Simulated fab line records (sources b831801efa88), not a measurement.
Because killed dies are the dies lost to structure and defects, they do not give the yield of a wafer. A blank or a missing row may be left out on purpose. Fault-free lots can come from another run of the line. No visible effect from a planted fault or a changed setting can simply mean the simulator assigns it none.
Which tool did it? | flow sky130 | 13 lots with 39 wafers sampled at 3 steps, on a route of 708 steps

## WHAT THE GAUGES SHOWED, per wafer
SKY_VIA1_OVL_MEAS_13.
lot  | measured     | on         | VIA1_OVL (nm)
L550 | day 33 21:46 | overlay-01 | -12 -6 -3
L551 | day 34 07:29 | overlay-01 | -6 0 -5
L552 | day 34 16:24 | overlay-02 | -10 0 -7
L553 | day 35 06:41 | overlay-01 | -3 1 -4
L554 | day 35 07:38 | overlay-02 | -5 -2 -6
L555 | day 35 17:14 | overlay-02 | 0 9 -5
L557 | day 36 11:27 | overlay-02 | -16 -9 -20
L559 | day 38 08:10 | overlay-01 | -2 -1 0
L566 | day 39 04:55 | overlay-01 | 2 -1 -6
L571 | day 40 14:00 | overlay-01 | 4 1 -1
L572 | day 40 20:15 | overlay-01 | -4 -10 -2
L573 | day 41 16:08 | overlay-01 | -6 -7 -3

## EACH LOT AND THE TOOL THAT RAN IT (in order: tool; ch and the chambers of the sampled wafers; start)
lot  | SKY_SPACER_ETCHBACK_02             | SKY_SD_N_STRIP_11
L550 | rie-diel-02 ch 0,2,3, day 22 20:47 | plasma-asher-03 ch 1, day 27 20:04
L551 | rie-diel-04 ch 0,3, day 23 09:01   | plasma-asher-03 ch 0,1, day 28 07:05
L552 | rie-diel-02 ch 1,3, day 23 21:19   | plasma-asher-02 ch 0,1, day 28 17:11
L553 | rie-diel-02 ch 1,2,3, day 24 12:17 | plasma-asher-02 ch 0,1, day 29 07:16
L554 | rie-diel-04 ch 0,2,3, day 24 12:17 | plasma-asher-01 ch 0,1, day 29 08:04
L555 | rie-diel-01 ch 0,1,2, day 24 22:36 | plasma-asher-01 ch 0,1, day 29 19:08
L557 | rie-diel-02 ch 1,2,3, day 25 18:23 | plasma-asher-03 ch 0,1, day 30 13:58
L559 | rie-diel-02 ch 0,2, day 27 19:55   | plasma-asher-02 ch 1, day 32 13:01
L564 | rie-diel-01 ch 0,1,2, day 28 04:53 | plasma-asher-01 ch 0,1, day 32 20:41
L566 | rie-diel-04 ch 0,2,3, day 28 22:28 | plasma-asher-03 ch 0,1, day 33 13:17
L571 | rie-diel-01 ch 1,2, day 30 07:54   | plasma-asher-03 ch 0,1, day 34 22:17
L572 | rie-diel-02 ch 0,2,3, day 30 15:38 | plasma-asher-02 ch 0,1, day 35 05:02
L573 | rie-diel-04 ch 0,1,3, day 31 16:07 | plasma-asher-02 ch 0,1, day 36 03:25
- SKY_SPACER_ETCHBACK_02: etches Si3N4 in CH3F/O2, stops on SiO2, time 46.7 s, target depth 45 nm.
- SKY_SD_N_STRIP_11: strips in O2/N2.

## AS READ BY THE TOOLS THEMSELVES (means over the sampled wafers that have a number; for cases with no such wafer, the mark the record gives instead)
SKY_SPACER_ETCHBACK_02.
lot  | tool        | chamber-pressure-mTorr (mTorr) | drypump-motor-current-A (A) | oes-product-au (a.u.) | throttle-valve-pct (%)
L550 | rie-diel-02 | 24.988                         | 6.1                         | 0.858                 | 10.562
L551 | rie-diel-04 | 24.996                         | 5.9                         | 0.856                 | 10.560
L552 | rie-diel-02 | 24.991                         | 5.5                         | 0.853                 | 10.560
L553 | rie-diel-02 | 25.011                         | 5.5                         | 0.855                 | 10.560
L554 | rie-diel-04 | 25.035                         | 5.8                         | 0.852                 | 10.550
L555 | rie-diel-01 | 24.998                         | 5.7                         | 0.853                 | 10.560
L557 | rie-diel-02 | 25.010                         | 5.5                         | 0.851                 | 10.577
L559 | rie-diel-02 | 25.001                         | 6.2                         | 0.854                 | 10.558
L564 | rie-diel-01 | 24.996                         | 5.7                         | 0.855                 | 10.568
L566 | rie-diel-04 | 25.018                         | 5.9                         | 0.854                 | 10.568
L571 | rie-diel-01 | 25.013                         | 5.6                         | 0.857                 | 10.562
L572 | rie-diel-02 | 24.998                         | 6.0                         | 0.862                 | 10.565
L573 | rie-diel-04 | 24.990                         | 5.7                         | 0.856                 | 10.574

SKY_SD_N_STRIP_11.
lot  | tool            | chamber-pressure-mTorr (mTorr) | drypump-motor-current-A (A) | oes-product-au (a.u.) | strip-time-to-endpoint-s (s)
L550 | plasma-asher-03 | 1499                           | 6.1                         | 0.526                 | 22.53
L551 | plasma-asher-03 | 1500                           | 5.9                         | 0.526                 | 22.51
L552 | plasma-asher-02 | 1499                           | 5.8                         | 0.526                 | 22.56
L553 | plasma-asher-02 | 1500                           | 5.8                         | 0.533                 | 22.53
L554 | plasma-asher-01 | 1500                           | 5.5                         | 0.525                 | 22.54
L555 | plasma-asher-01 | 1499                           | 5.8                         | 0.528                 | 22.53
L557 | plasma-asher-03 | 1500                           | 5.7                         | 0.530                 | 22.56
L559 | plasma-asher-02 | 1499                           | 6.2                         | 0.524                 | 22.54
L564 | plasma-asher-01 | 1499                           | 5.8                         | 0.325                 | -
L566 | plasma-asher-03 | 1500                           | 5.9                         | 0.529                 | 22.60
L571 | plasma-asher-03 | 1500                           | 5.6                         | 0.525                 | 22.61
L572 | plasma-asher-02 | 1501                           | 5.8                         | 0.526                 | 22.51
L573 | plasma-asher-02 | 1500                           | 6.0                         | 0.526                 | 22.52

## THE ANSWER, worked out from the rows above alone
Rule: the usual values come from the lots themselves. Put in order of their means at a reading, lots are off if they are a third of the lots or fewer, leave a main group of 4 or more, and stand apart from it by a gap of 3 or more times the standard deviation of the main group's means; of several such gaps the widest counts. If all means in a main group match to the digits the tables above print for the reading, that group is not used. A lot without any number at a reading at which 4 lots or more have one is off too. Any other lot the step has rows for is counted as sound. After the gauges, taken in route order, come the tools' own readings; for these a lot's mean is taken, as printed above. At the first step where some lot is off, the reading lying furthest off is the one used; lots without a number count as furthest.
Off: L564, at SKY_SD_N_STRIP_11 (strip-time-to-endpoint-s). Without a number there: L564. Main group: mean 22.55 s, sd 0.031.
A tool fits if, at that step or a process step before it, it ran every lot that is off, and no sound lot after the first of them. One fits: plasma-asher-01 at SKY_SD_N_STRIP_11. A fault onset in the window from L555 (day 29 19:08, its last sound lot) to L564 (day 32 20:41, its first lot off) fits.
On the lots that are off, the tool's own readings at SKY_SD_N_STRIP_11 differ by more than 5 times the standard deviation of the sound lots' means, which bears it out; oes-product-au reads 0.325 a.u. there versus 0.527 a.u. on the sound lots.
Blank at SKY_SD_N_STRIP_11 on the lots that are off, where sound lots have numbers: strip-time-to-endpoint-s.

## WHAT HAD BEEN PUT IN BY THE SIMULATOR
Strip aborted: plasma-asher-01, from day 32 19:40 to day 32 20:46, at SKY_SD_N_STRIP_11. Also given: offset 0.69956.
Lots struck among those shown: L564. The rule above found the same.
